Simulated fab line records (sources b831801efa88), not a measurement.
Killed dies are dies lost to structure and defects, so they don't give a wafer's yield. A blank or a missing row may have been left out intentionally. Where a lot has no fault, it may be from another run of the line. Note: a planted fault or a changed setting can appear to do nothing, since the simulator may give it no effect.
fab line records	flow sky130
[record] lots = 15	wafers = 45	lastDay = 49
route steps=708 shown SPACER@305 SD_P@329 LI_CONTACT@377
lots with no fault: from the same line, run without faults
startH: hours from the record's opening day to when the first of the lot's shown wafers began	waitH: hours from the lot's prior step to this one	" repeats the value in the row above	L1.1+2: a single row standing in for several wafers	- no value, or no start given	* or withheld: withheld	< > ~ a bound
route shown NAME@n: names a module that has steps shown in the file, with the first one's number in the route	usual: mean/standard deviation of fault-free wafers	same: alike in all rows	chamber/n: place in a boat	sites: per-site readings	_std_site: the standard deviation of these	_edge_site: the outer-site mean with the inner-site mean subtracted	radiusMm: how far each site lies from the wafer's centre	mask NAME#n: copy n	behind: the tool/chamber that last shaped the wafer	hold: why the lot was held/for how many hours/how that ended	device: transistor that didn't switch, given as n, p or np	end of line: tests run on the same wafers once the route is complete	a step with no rows: only its recipe	killed: not the wafer's yield, but the dies lost to structure and defects at the first sort	map: a wafer's dies, x killed, . not, _ none there
set.NAME: the setting that was run; set.NAME@STEP: the one run at that earlier step	model.NAME: the simulator's own value behind a step, which no gauge read
route steps across a sampled set of lots; one table per step, one row per wafer
services: when a tool's chamber went out of use (startH, in hours from the record's first day, below 0 if earlier), for how many hours, and the reason
[[steps]]
[step SKY_SPACER_THK_MEAS_01]
[recipe] reads = Si3N4_of_SPACER_CVD_00
[usual] SPACER_CVD_00_THK = 43.3/0.35
lot.wafer	tool	chamber	startH	waitH	SPACER_CVD_00_THK[nm]
L704.1	filmMetro-04	-	530.64	0.0	43.8
L704.3	"	-	"	"	43.6
L704.4	"	-	"	"	43.5
L705.1	filmMetro-03	-	538.41	0.0	43.4
L705.5	"	-	"	"	43.5
L705.6	"	-	"	"	42.9
L706.1	filmMetro-03	-	547.92	0.0	43.8
L706.3	"	-	"	"	43.7
L706.5	"	-	"	"	43.4
L708.2	filmMetro-03	-	575.10	0.0	43.6
L708.5	"	-	"	"	43.5
L708.6	"	-	"	"	43.2
L709.2	filmMetro-01	-	577.36	0.0	43.4
L709.4	"	-	"	"	43.2
L709.6	"	-	"	"	43.2
L712.3	filmMetro-04	-	601.04	0.0	42.8
L712.5	"	-	"	"	43.0
L712.6	"	-	"	"	43.1
L713.2	filmMetro-04	-	609.83	0.0	42.7
L713.5	"	-	"	"	42.9
L713.6	"	-	"	"	43.2
L714.4	filmMetro-04	-	613.09	0.0	43.5
L714.5	"	-	"	"	43.9
L714.6	"	-	"	"	43.5
L716.1	filmMetro-01	-	629.27	0.0	43.8
L716.2	"	-	"	"	43.9
L716.3	"	-	"	"	43.6
L717.1	filmMetro-03	-	672.98	0.0	43.5
L717.3	"	-	"	"	43.3
L717.6	"	-	"	"	43.1
L718.1	filmMetro-01	-	672.98	0.0	43.6
L718.2	"	-	"	"	43.1
L718.4	"	-	"	"	43.3
L719.2	filmMetro-04	-	672.99	0.0	44.2
L719.3	"	-	"	"	44.0
L719.6	"	-	"	"	43.9
L720.1	filmMetro-03	-	673.04	0.1	42.9
L720.5	"	-	"	"	43.2
L720.6	"	-	"	"	43.0
L721.1	filmMetro-04	-	673.04	0.1	43.5
L721.2	"	-	"	"	43.5
L721.4	"	-	"	"	43.5
L723.1	filmMetro-01	-	682.16	0.0	43.3
L723.5	"	-	"	"	43.5
L723.6	"	-	"	"	43.3
[step SKY_SD_P_IMPLANT_09]
[recipe] species = BF2	energyKev = 20	doseCm2 = 3e+15	tiltDeg = 0
lot.wafer	tool	chamber	startH	waitH
L704.1+3+4	implanter-02	0	590.16	0.0
L705.1+5+6	implanter-02	0	599.29	0.1
L706.1+3+5	implanter-04	0	607.60	0.0
L708.2+5+6	implanter-04	0	633.19	0.0
L709.2+4+6	implanter-04	0	636.27	0.0
L712.3+5+6	implanter-02	0	659.40	0.1
L713.2+5+6	implanter-04	0	666.74	0.0
L714.4+5+6	implanter-02	0	669.44	0.1
L716.1+2+3	implanter-02	0	682.71	0.0
L719.2+3+6	implanter-04	0	729.83	0.0
L717.1+3+6	implanter-03	0	729.93	0.0
L718.1+2+4	implanter-02	0	730.10	0.0
L720.1+5+6	implanter-03	0	730.40	0.0
L720.1+5+6	implanter-03	0	730.72	0.3
L721.1+2+4	implanter-02	0	730.52	0.0
L721.1+2+4	implanter-02	0	730.84	0.3
L723.1+5+6	implanter-04	0	739.71	0.0
L723.1+5+6	implanter-04	0	740.03	0.3
[step SKY_SD_P_STRIP_10]
[recipe] chemistry = O2/N2	powerW = 1400	pressureMtorr = 1500	platenTempC = withheld	o2FlowSccm = 3000	n2FlowSccm = 300	overashFraction = 0.5
[usual] drypumpMotorCurrentA = 6.0/0.49	oesProductAu = 0.617/0.0042	stripTimeToEndpointS = 17.51/0.051
lot.wafer	tool	chamber	startH	waitH	drypumpMotorCurrentA	oesProductAu	rfHoursCounterH	stripTimeToEndpointS
L704.1	plasmaAsher-03	0	590.31	0.1	5.8	0.624	77	17.56
L704.3	"	1	"	"	5.7	0.626	-	17.49
L704.4	"	0	"	"	5.8	0.618	-	17.52
L705.1	plasmaAsher-02	0	599.44	0.1	6.8	0.618	16	17.52
L705.5	"	1	"	"	5.8	0.624	-	17.55
L705.6	"	0	"	"	6.8	0.626	-	17.49
L706.1	plasmaAsher-03	0	607.75	0.1	5.7	0.611	79	17.54
L706.3	"	1	"	"	5.7	0.618	-	17.56
L706.5	"	1	"	"	5.7	0.624	-	17.53
L708.2	plasmaAsher-02	0	633.32	0.1	6.8	0.613	20	17.46
L708.5	"	0	"	"	6.8	0.615	-	17.49
L708.6	"	1	"	"	5.7	0.619	-	17.48
L709.2	plasmaAsher-02	1	636.40	0.1	5.7	0.620	21	17.44
L709.4	"	0	"	"	6.8	0.623	-	17.44
L709.6	"	0	"	"	6.9	0.621	-	17.48
L712.3	plasmaAsher-02	0	659.53	0.1	6.8	0.618	-	17.52
L712.5	"	0	"	"	6.7	0.611	-	17.55
L712.6	"	1	"	"	5.8	0.617	-	17.51
L713.2	plasmaAsher-04	0	666.87	0.1	6.1	0.609	93	17.53
L713.5	"	1	"	"	5.5	0.615	-	17.54
L713.6	"	0	"	"	6.0	0.617	-	17.53
L714.4	plasmaAsher-02	0	669.55	0.1	6.8	0.612	-	17.43
L714.5	"	0	"	"	6.8	0.615	-	17.43
L714.6	"	1	"	"	5.7	0.616	-	17.44
L716.1	plasmaAsher-03	0	682.86	0.1	5.7	0.619	84	17.47
L716.2	"	1	"	"	5.7	0.611	84	17.46
L716.3	"	0	"	"	5.7	0.618	-	17.41
L719.2	plasmaAsher-02	0	729.96	0.1	6.8	0.612	30	17.53
L719.3	"	0	"	"	6.8	0.623	-	17.55
L719.6	"	1	"	"	5.8	0.614	-	17.56
L717.1	plasmaAsher-03	1	730.08	0.1	5.7	0.620	88	17.52
L717.3	"	0	"	"	5.7	0.620	-	17.50
L717.6	"	1	"	"	5.7	0.610	-	17.51
L718.1	plasmaAsher-04	0	730.25	0.1	6.1	0.617	99	17.56
L718.2	"	1	"	"	5.4	0.617	99	17.54
L718.4	"	0	"	"	6.0	0.611	-	17.55
L720.1	plasmaAsher-02	0	730.87	0.1	6.8	0.590	30	18.91
L720.5	"	0	"	"	6.8	0.588	-	18.89
L720.6	"	1	"	"	5.8	0.585	-	18.91
L721.1	plasmaAsher-03	0	730.99	0.1	5.7	0.592	88	18.98
L721.2	"	1	"	"	5.7	0.596	88	19.01
L721.4	"	0	"	"	5.7	0.585	-	18.99
L723.1	plasmaAsher-02	0	740.18	0.1	6.8	0.585	31	18.97
L723.5	"	0	"	"	6.8	0.584	-	18.98
L723.6	"	1	"	"	5.8	0.586	-	19.03
[step SKY_SD_P_TW_MEAS_11]
[usual] SD_P_TW = 2815/21
lot.wafer	tool	chamber	startH	waitH	SD_P_TW
L704.1	filmMetro-02	-	590.41	0.1	2821
L704.3	"	-	"	"	2816
L704.4	"	-	"	"	2820
L705.1	filmMetro-01	-	599.54	0.1	2850
L705.5	"	-	"	"	2837
L705.6	"	-	"	"	2854
L706.1	filmMetro-01	-	607.85	0.1	2850
L706.3	"	-	"	"	2849
L706.5	"	-	"	"	2846
L708.2	filmMetro-02	-	633.43	0.1	2795
L708.5	"	-	"	"	2803
L708.6	"	-	"	"	2823
L709.2	filmMetro-02	-	636.51	0.1	2819
L709.4	"	-	"	"	2828
L709.6	"	-	"	"	2809
L712.3	filmMetro-02	-	659.62	0.1	2799
L712.5	"	-	"	"	2782
L712.6	"	-	"	"	2793
L713.2	filmMetro-02	-	666.98	0.1	2810
L713.5	"	-	"	"	2795
L713.6	"	-	"	"	2794
L714.4	filmMetro-02	-	669.65	0.1	2795
L714.5	"	-	"	"	2786
L714.6	"	-	"	"	2788
L716.1	filmMetro-02	-	682.96	0.1	2818
L716.2	"	-	"	"	2815
L716.3	"	-	"	"	2823
L719.2	filmMetro-02	-	730.07	0.1	2813
L719.3	"	-	"	"	2793
L719.6	"	-	"	"	2821
L717.1	filmMetro-01	-	730.18	0.1	2778
L717.3	"	-	"	"	2801
L717.6	"	-	"	"	2784
L718.1	filmMetro-03	-	730.35	0.1	2846
L718.2	"	-	"	"	2859
L718.4	"	-	"	"	2847
L720.1	filmMetro-02	-	730.97	0.1	3088
L720.5	"	-	"	"	3112
L720.6	"	-	"	"	3090
L720.1	filmMetro-02	-	731.19	0.2	3110
L720.5	"	-	"	"	3096
L720.6	"	-	"	"	3113
L721.1	filmMetro-02	-	731.09	0.1	3086
L721.2	"	-	"	"	3095
L721.4	"	-	"	"	3103
L721.1	filmMetro-02	-	731.31	0.2	3093
L721.2	"	-	"	"	3114
L721.4	"	-	"	"	3110
L723.1	filmMetro-02	-	740.28	0.1	3106
L723.5	"	-	"	"	3122
L723.6	"	-	"	"	3102
L723.1	filmMetro-02	-	740.50	0.2	3111
L723.5	"	-	"	"	3096
L723.6	"	-	"	"	3106
[step SKY_SD_N_RS_MEAS_17]
[recipe] thkMeasGauge = four-point-probe
[usual] SD_P_RS = 147.1/0.39
lot.wafer	tool	chamber	startH	waitH	SD_P_RS[ohm/sq]
L704.1	filmMetro-03	-	649.12	0.1	147.6
L704.3	"	-	"	"	147.2
L704.4	"	-	"	"	147.4
L705.1	filmMetro-02	-	659.07	0.1	146.9
L705.5	"	-	"	"	147.0
L705.6	"	-	"	"	147.1
L706.1	filmMetro-01	-	665.62	0.1	146.7
L706.3	"	-	"	"	146.5
L706.5	"	-	"	"	147.0
L708.2	filmMetro-03	-	689.04	0.1	147.1
L708.5	"	-	"	"	146.6
L708.6	"	-	"	"	146.9
L709.2	filmMetro-03	-	692.81	0.1	147.3
L709.4	"	-	"	"	147.2
L709.6	"	-	"	"	147.2
L712.3	filmMetro-02	-	714.61	0.1	146.9
L712.5	"	-	"	"	146.8
L712.6	"	-	"	"	146.9
L713.2	filmMetro-02	-	722.69	0.1	146.6
L713.5	"	-	"	"	147.5
L713.6	"	-	"	"	147.1
L714.4	filmMetro-01	-	725.63	0.1	147.9
L714.5	"	-	"	"	147.7
L714.6	"	-	"	"	147.6
L716.1	filmMetro-01	-	740.27	0.1	146.5
L716.2	"	-	"	"	147.1
L716.3	"	-	"	"	146.9
L719.2	filmMetro-03	-	783.99	0.1	147.0
L719.3	"	-	"	"	146.6
L719.6	"	-	"	"	147.4
L717.1	filmMetro-02	-	784.62	0.1	148.0
L717.3	"	-	"	"	147.2
L717.6	"	-	"	"	148.0
L718.1	filmMetro-01	-	785.57	0.1	146.7
L718.2	"	-	"	"	147.1
L718.4	"	-	"	"	146.6
L720.1	filmMetro-02	-	785.87	0.1	138.6
L720.5	"	-	"	"	138.0
L720.6	"	-	"	"	138.0
L720.1	filmMetro-02	-	786.16	0.3	138.6
L720.5	"	-	"	"	138.4
L720.6	"	-	"	"	138.2
L721.1	filmMetro-01	-	786.52	0.1	138.2
L721.2	"	-	"	"	138.2
L721.4	"	-	"	"	138.1
L721.1	filmMetro-01	-	786.94	0.4	138.2
L721.2	"	-	"	"	137.9
L721.4	"	-	"	"	137.8
L723.1	filmMetro-03	-	793.67	0.1	137.6
L723.5	"	-	"	"	138.0
L723.6	"	-	"	"	138.3
L723.1	filmMetro-03	-	793.96	0.3	137.8
L723.5	"	-	"	"	138.2
L723.6	"	-	"	"	138.3
[step SKY_LI_CONTACT_ETCH_15]
[recipe] target = PSG	chemistry = C4F8/O2/Ar	stopOn = Si	taperDeg = 4.15	maskMaterial = KrF-thick	sourceW = 1500	biasW = 1200	pressureMtorr = 40	c4f8FlowSccm = withheld	O2_flow_sccm = 6	Ar_flow_sccm = 300	timeS = withheld	targetDepthA = 6000
[usual] biasW = 1200/3.8	oesProductAu = 0.838/0.0048	rfFwdPowerW = 1492/5.3
lot.wafer	tool	chamber	startH	waitH	biasW	oesProductAu	rfFwdPowerW
L704.1	rieDiel-02	1	676.56	0.0	1199	0.839	1484
L704.3	"	0	"	"	1199	0.836	1493
L704.4	"	2	"	"	1205	0.836	1499
L705.1	rieDiel-01	0	686.11	0.0	1201	0.834	1495
L705.5	"	1	"	"	1197	0.828	1489
L705.6	"	2	"	"	1201	0.842	1490
L706.1	rieDiel-01	0	694.66	0.0	1199	0.841	1491
L706.3	"	3	"	"	1198	0.839	1494
L706.5	"	0	"	"	1203	0.830	1491
L708.2	rieDiel-02	3	717.04	0.0	1204	0.838	1492
L708.5	"	2	"	"	1203	0.844	1495
L708.6	"	1	"	"	1204	0.838	1492
L709.2	rieDiel-02	1	722.03	0.0	1198	0.852	1493
L709.4	"	2	"	"	1195	0.833	1489
L709.6	"	3	"	"	1203	0.831	1495
L712.3	rieDiel-04	0	743.56	0.0	1195	0.836	1492
L712.5	"	3	"	"	1197	0.837	1484
L712.6	"	0	"	"	1195	0.849	1485
L713.2	rieDiel-02	0	750.65	0.0	1204	0.845	1483
L713.5	"	1	"	"	1195	0.836	1495
L713.6	"	0	"	"	1198	0.842	1486
L714.4	rieDiel-02	1	757.29	0.0	1197	0.843	1496
L714.5	"	1	"	"	1201	0.833	1501
L714.6	"	0	"	"	1200	0.838	1489
L716.1	rieDiel-01	3	768.16	0.0	1200	0.840	1494
L716.2	"	1	"	"	1204	0.836	1490
L716.3	"	2	"	"	1197	0.837	1488
L719.2	rieDiel-02	1	811.76	0.0	1202	0.834	1494
L719.3	"	0	"	"	1198	0.837	1491
L719.6	"	3	"	"	1194	0.842	1490
L717.1	rieDiel-02	1	812.11	0.0	1198	0.832	1494
L717.3	"	0	"	"	1200	0.834	1487
L717.6	"	3	"	"	1202	0.829	1496
L718.1	rieDiel-01	3	812.46	0.0	1209	0.841	1499
L718.2	"	1	"	"	1206	0.833	1488
L718.4	"	1	"	"	1208	0.841	1491
L720.1	rieDiel-02	0	812.81	0.0	1195	0.837	1493
L720.5	"	0	"	"	1203	0.823	1483
L720.6	"	3	"	"	1202	0.832	1482
L721.1	rieDiel-01	3	813.84	0.0	1196	0.832	1498
L721.2	"	1	"	"	1203	0.831	1497
L721.4	"	2	"	"	1202	0.836	1494
L723.1	rieDiel-02	3	821.69	0.0	1192	0.838	1490
L723.5	"	3	"	"	1198	0.835	1491
L723.6	"	2	"	"	1203	0.842	1491
[step SKY_LI_CONTACT_RS_MEAS_22]
[recipe] thkMeasGauge = four-point-probe	reads = W_of_LI_CONTACT_CVD_21+TiN_of_LI_CONTACT_SPUTTER_20+Ti_of_LI_CONTACT_SPUTTER_19
[usual] LI_CONTACT_W_RS = 0.288/0.0049
lot.wafer	tool	chamber	startH	waitH	LI_CONTACT_W_RS[ohm/sq]
L704.1	filmMetro-03	-	677.21	0.1	0.288
L704.3	"	-	"	"	0.287
L704.4	"	-	"	"	0.291
L705.1	filmMetro-03	-	686.75	0.1	0.292
L705.5	"	-	"	"	0.289
L705.6	"	-	"	"	0.281
L706.1	filmMetro-01	-	695.34	0.1	0.288
L706.3	"	-	"	"	0.284
L706.5	"	-	"	"	0.290
L708.2	filmMetro-03	-	717.70	0.1	0.287
L708.5	"	-	"	"	0.288
L708.6	"	-	"	"	0.289
L709.2	filmMetro-03	-	722.69	0.1	0.290
L709.4	"	-	"	"	0.289
L709.6	"	-	"	"	0.287
L712.3	filmMetro-01	-	744.25	0.1	0.282
L712.5	"	-	"	"	0.282
L712.6	"	-	"	"	0.297
L713.2	filmMetro-03	-	751.44	0.1	0.291
L713.5	"	-	"	"	0.288
L713.6	"	-	"	"	0.278
L714.4	filmMetro-02	-	757.99	0.1	0.274
L714.5	"	-	"	"	0.294
L714.6	"	-	"	"	0.278
L716.1	filmMetro-01	-	768.80	0.1	0.288
L716.2	"	-	"	"	0.290
L716.3	"	-	"	"	0.292
L719.2	filmMetro-02	-	812.45	0.1	0.284
L719.3	"	-	"	"	0.286
L719.6	"	-	"	"	0.290
L717.1	filmMetro-02	-	812.88	0.2	0.291
L717.3	"	-	"	"	0.291
L717.6	"	-	"	"	0.292
L718.1	filmMetro-01	-	813.12	0.1	0.283
L718.2	"	-	"	"	0.284
L718.4	"	-	"	"	0.285
L720.1	filmMetro-01	-	813.58	0.2	0.289
L720.5	"	-	"	"	0.290
L720.6	"	-	"	"	0.290
L721.1	filmMetro-03	-	814.63	0.2	0.292
L721.2	"	-	"	"	0.290
L721.4	"	-	"	"	0.291
L723.1	filmMetro-03	-	822.54	0.1	0.285
L723.5	"	-	"	"	0.285
L723.6	"	-	"	"	0.290
[[services]]
tool	chamber	startH	hours	kind
implanter-03	-	573.75	3.6	repair
implanter-04	-	580.65	23.3	pm
rieDiel-01	1	585.24	5.4	repair
implanter-02	-	591.40	1.3	repair
implanter-02	-	601.75	15.9	pm
implanter-04	-	620.14	3.5	repair
plasmaAsher-03	-	620.85	22.9	repair
implanter-02	-	647.26	3.8	pm
implanter-04	-	651.36	3.8	repair
implanter-04	-	673.70	2.5	repair
plasmaAsher-03	-	688.47	2.8	pm
rieDiel-01	3	721.78	2.0	repair
implanter-02	-	727.88	1.7	repair
rieDiel-02	-	740.64	1.9	repair
implanter-02	-	743.02	5.9	repair
plasmaAsher-02	-	750.00	4.3	pm
implanter-02	-	761.24	3.4	repair
implanter-04	-	766.78	1.6	repair
implanter-04	-	770.41	2.8	repair
implanter-04	-	781.44	4.6	repair
rieDiel-01	0	803.69	9.1	repair
rieDiel-02	2	807.58	5.8	repair
plasmaAsher-02	-	810.74	1.0	repair
implanter-04	-	816.22	3.5	pm
[[key]]
[firstSign] step = SKY_SD_P_IMPLANT_09	reading = visit	direction = added
[effect] step = SKY_SD_P_STRIP_10	reading = stripTimeToEndpointS	direction = up	sigmas = 29	usual = *	struck = *
[effect] step = SKY_SD_P_TW_MEAS_11	reading = visit	direction = added
[effect] step = SKY_SD_P_TW_MEAS_11	reading = SD_P_TW	direction = up	sigmas = 13	usual = 2815	struck = 3100
[effect] step = SKY_SD_N_RS_MEAS_17	reading = SD_P_RS	direction = down	sigmas = 23	usual = 147.1	struck = 138.1
metAt SKY_SD_P_IMPLANT_09
struckLots L720,L721,L723
sortLeftOut L721.1,L721.2,L721.4
testerLeftOut L720,L721,L723
notActingAt SKY_SPACER_THK_MEAS_01,SKY_LI_CONTACT_ETCH_15,SKY_LI_CONTACT_RS_MEAS_22
[fault] kind = repeatedStepWhole	tool = implanter-02,implanter-03,implanter-04	chamber = -	onsetH = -	steps = SKY_SD_P_IMPLANT_09	times = 1	scope = struckLotsOnly
// testerLeftOut: of these lots the tester's yield and bins aren't shown, on N5 and GAA mostly nor the transistor test; their killed dies are dies lost to structure and defects alone, not to doping, threshold or leakage, so they don't give the yield
// sortLeftOut: the simulated sort isn't trusted on such a fault, so these wafers' sort isn't shown, and their yield isn't known
